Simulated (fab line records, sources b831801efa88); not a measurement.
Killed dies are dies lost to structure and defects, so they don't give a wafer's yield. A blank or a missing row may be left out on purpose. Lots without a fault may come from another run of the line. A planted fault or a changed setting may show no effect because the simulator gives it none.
A struck lot beside a sound one | flow sky130 | 14 steps out of a route of 708
Sound: wafers L775.2, L775.3, L775.4. Struck: wafers L772.1, L772.3, L772.4. The cause comes at the end.
At each step with rows: each side's tool, then ch and its chambers, then its first start. Under that, the readings that differ: sound wafers | struck wafers | difference of the means | sigmas: that difference in standard deviations of wafers without a fault.
alike: readings whose means differ by less than 2 such deviations, and words and numbers that are the same on both sides. not compared: withheld readings, readings that some wafer has no value for, bounds like >300 that may hide the same value, and numbers for which the record gives no deviation and whose values overlap.
The two part at a step that has a row with sigmas, a row that says differs or no value, or rows on one side only. Numbers that don't overlap but have no deviation are shown without sigmas and don't part them. A reading that every wafer of one side lacks parts them only if that side has two wafers or more.

first, 4 steps without rows for these wafers: SKY_VIA1_SOFTBAKE_08 (time 90 s); SKY_VIA1_EXPOSE_09 (exposes mask VIM, target cd 150 nm); SKY_VIA1_PEB_10; SKY_VIA1_DEVELOP_11 (develop time 60 s).
SKY_VIA1_CD_MEAS_12: target cd 150 nm.
  sound on cd_sem-01, day 40 21:07; struck on cd_sem-02, day 40 01:07
  alike: cd_nm
SKY_VIA1_OVL_MEAS_13:
  sound on overlay-02, day 40 21:13; struck on overlay-02, day 40 01:14
  alike: VIA1_OVL
SKY_VIA1_ETCH_14: etches BARC in N2/H2, stops on SiO2, time 45.9 s, target depth 60 nm.
  sound on rie_diel-01 ch 0,2,3, day 40 21:15; struck on rie_diel-03 ch 0,1,3, day 40 01:17
  alike: drypump_motor_current_A, oes_product_au, rf_fwd_power_W, throttle_valve_pct
  not compared: rf_hours_counter_h
SKY_VIA1_ETCH_15: etches SiO2 in C4F8/O2/Ar, stops on TiN, target depth 351 nm, time 54 s.
  sound on rie_diel-01 ch 0,2,3, day 40 21:17; struck on rie_diel-03 ch 0,1,3, day 40 01:19
  alike: oes_product_au, rf_fwd_power_W
  not compared: rf_hours_counter_h
SKY_VIA1_STRIP_16: strips in O2/N2.
  sound on plasma_asher-03 ch 0,1, day 40 21:20; struck on plasma_asher-04 ch 0,1, day 40 01:22
  alike: drypump_motor_current_A, oes_product_au, strip_time_to_endpoint_s
  not compared: rf_hours_counter_h
then, 3 steps without rows for these wafers: SKY_VIA1_STRIP_17 (strips in post etch residue remover, time 1200 s); SKY_VIA1_CLEAN_18 (cleans in IPA, time 180 s); SKY_VIA1_CLEAN_19 (cleans in O3/DIW).
SKY_VIA1_SPUTTER_20: material TiN, target thk 20 nm, time 80 s.
  sound on pvd_sputter-01, day 40 21:56; struck on pvd_sputter-02, day 40 01:58
  no value came back on the struck wafers for cathode_dc_power_W (W), chamber_pressure_pa (Pa), throttle_valve_pct (%); on the sound wafers cathode_dc_power_W (W) reads 3999.1 4000.5 3999.2
SKY_VIA1_CVD_21: deposits W, target thk 270 nm, time 80.902 s.
  sound on cvd_w-02 ch 0,1, day 40 21:59; struck on cvd_w-02 ch 0,1, day 40 02:01
  alike: heater_power_w

WHERE THEY PART
Only at SKY_VIA1_SPUTTER_20, within this record. Later steps at which nothing parts them and some readings are alike: SKY_VIA1_CVD_21.

WHY: what the simulator had put in
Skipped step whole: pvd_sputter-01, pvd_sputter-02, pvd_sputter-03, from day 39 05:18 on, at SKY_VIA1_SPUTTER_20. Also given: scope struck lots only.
